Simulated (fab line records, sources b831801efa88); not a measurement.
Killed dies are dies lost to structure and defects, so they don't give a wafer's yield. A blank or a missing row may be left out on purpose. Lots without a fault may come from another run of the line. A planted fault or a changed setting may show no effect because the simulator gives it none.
Which tool did it? | flow sky130 | 16 lots, 48 wafers sampled, at 2 steps of a route of 708

WHAT THE GAUGES READ, wafer by wafer
SKY_SONOS_ONO_THK_MEAS_03.
lot  | measured     | on            | SONOS_ONO_CVD_02_THK (nm)
L855 | day 11 22:54 | film_metro-02 | 10.53 10.60 10.49
L856 | day 12 04:47 | film_metro-03 | 10.54 10.33 10.55
L857 | day 12 10:50 | film_metro-04 | 10.24 10.32 10.35
L858 | day 13 12:40 | film_metro-03 | 10.64 10.53 10.55
L859 | day 14 04:31 | film_metro-02 | 10.31 10.47 10.34
L861 | day 14 15:49 | film_metro-04 | 10.91 10.97 10.77
L862 | day 14 23:54 | film_metro-03 | 10.65 10.56 10.61
L863 | day 15 06:12 | film_metro-02 | 10.29 10.30 10.28
L865 | day 15 10:14 | film_metro-03 | 11.13 11.17 11.19
L864 | day 15 11:17 | film_metro-02 | 10.71 10.84 10.85
L866 | day 15 15:37 | film_metro-02 | 11.18 11.16 11.31
L867 | day 16 02:44 | film_metro-02 | 11.05 11.04 11.03
L874 | day 18 13:16 | film_metro-03 | 10.62 10.57 10.62
L875 | day 18 19:36 | film_metro-03 | 10.58 10.55 10.40
L876 | day 18 19:36 | film_metro-04 | 10.53 10.45 10.49
L877 | day 19 11:37 | film_metro-02 | 10.62 10.71 10.64

WHICH TOOL RAN EACH LOT (tool, then ch and the chambers of the sampled wafers, then the start)
lot  | SKY_SONOS_ONO_CVD_02
L855 | lpcvd-02 ch 1, day 11 21:51
L856 | lpcvd-02 ch 1, day 12 03:11
L857 | lpcvd-02 ch 0, day 12 09:15
L858 | lpcvd-02 ch 0, day 13 11:35
L859 | lpcvd-02 ch 0, day 14 02:55
L861 | lpcvd-02 ch 0, day 14 14:13
L862 | lpcvd-02 ch 0, day 14 22:19
L863 | lpcvd-02 ch 1, day 15 04:37
L865 | lpcvd-02 ch 0, day 15 09:11
L864 | lpcvd-02 ch 0, day 15 10:14
L866 | lpcvd-02 ch 1, day 15 14:33
L867 | lpcvd-02 ch 1, day 16 01:40
L874 | lpcvd-02 ch 1, day 18 11:41
L875 | lpcvd-02 ch 0, day 18 18:01
L876 | lpcvd-02 ch 0, day 18 18:01
L877 | lpcvd-02 ch 1, day 19 10:34
- SKY_SONOS_ONO_CVD_02: deposits Si3N4 from DCS/NH3, target thk 10.5 nm, time 180 s.

WHAT THE TOOLS THEMSELVES READ (means of the sampled wafers that have a number; where no wafer has one, the mark that the record gives instead)
SKY_SONOS_ONO_CVD_02.
lot  | tool     | pressure_mtorr (mTorr) | spike_tc_upper_C (C) | zone_power_centre_pct (%)
L855 | lpcvd-02 | 249.3                  | 770.3                | 12.5
L856 | lpcvd-02 | 250.9                  | 770.4                | 12.6
L857 | lpcvd-02 | 249.9                  | 771.4                | 12.0
L858 | lpcvd-02 | 250.3                  | 771.1                | 11.8
L859 | lpcvd-02 | 250.0                  | 770.6                | 11.8
L861 | lpcvd-02 | 250.8                  | 769.6                | 11.9
L862 | lpcvd-02 | 250.4                  | 771.5                | 11.8
L863 | lpcvd-02 | 250.5                  | 771.3                | 12.5
L865 | lpcvd-02 | 299.7                  | 771.6                | 11.7
L864 | lpcvd-02 | 299.6                  | 772.1                | 11.9
L866 | lpcvd-02 | 300.6                  | 770.1                | 12.5
L867 | lpcvd-02 | 300.0                  | 770.6                | 12.4
L874 | lpcvd-02 | 249.3                  | 771.7                | 12.6
L875 | lpcvd-02 | 250.6                  | 771.8                | 11.9
L876 | lpcvd-02 | 250.2                  | 771.7                | 12.0
L877 | lpcvd-02 | 250.4                  | 770.6                | 12.3

THE ANSWER, worked out from the rows above alone
Rule: what is usual is taken from the lots themselves. Put in order of their means at a reading, lots are off if they are a third of the lots or fewer, leave a main group of 4 or more, and stand apart from it by a gap of 3 or more times the standard deviation of the main group's means; of several such gaps the widest counts. A main group whose means are all the same, to the digits that the tables above print for the reading, isn't used. A lot without any number at a reading at which 4 lots or more have one is off too. The other lots that the step has rows for count as sound. The gauges are gone through in route order, then the tools' own readings, and for those a lot's mean is taken as printed above. The first step at which some lot is off is used, and at that step the reading that is off furthest; a lot without a number counts as furthest.
Off: L865, L864, L866, L867, at SKY_SONOS_ONO_CVD_02 (pressure_mtorr). The main group: mean 250.2 mTorr, standard deviation 0.49.
A tool fits if, at that step or a process step before it, it ran every lot that is off, and no sound lot after the first of them. None of those tried fits.

WHAT THE SIMULATOR HAD PUT IN
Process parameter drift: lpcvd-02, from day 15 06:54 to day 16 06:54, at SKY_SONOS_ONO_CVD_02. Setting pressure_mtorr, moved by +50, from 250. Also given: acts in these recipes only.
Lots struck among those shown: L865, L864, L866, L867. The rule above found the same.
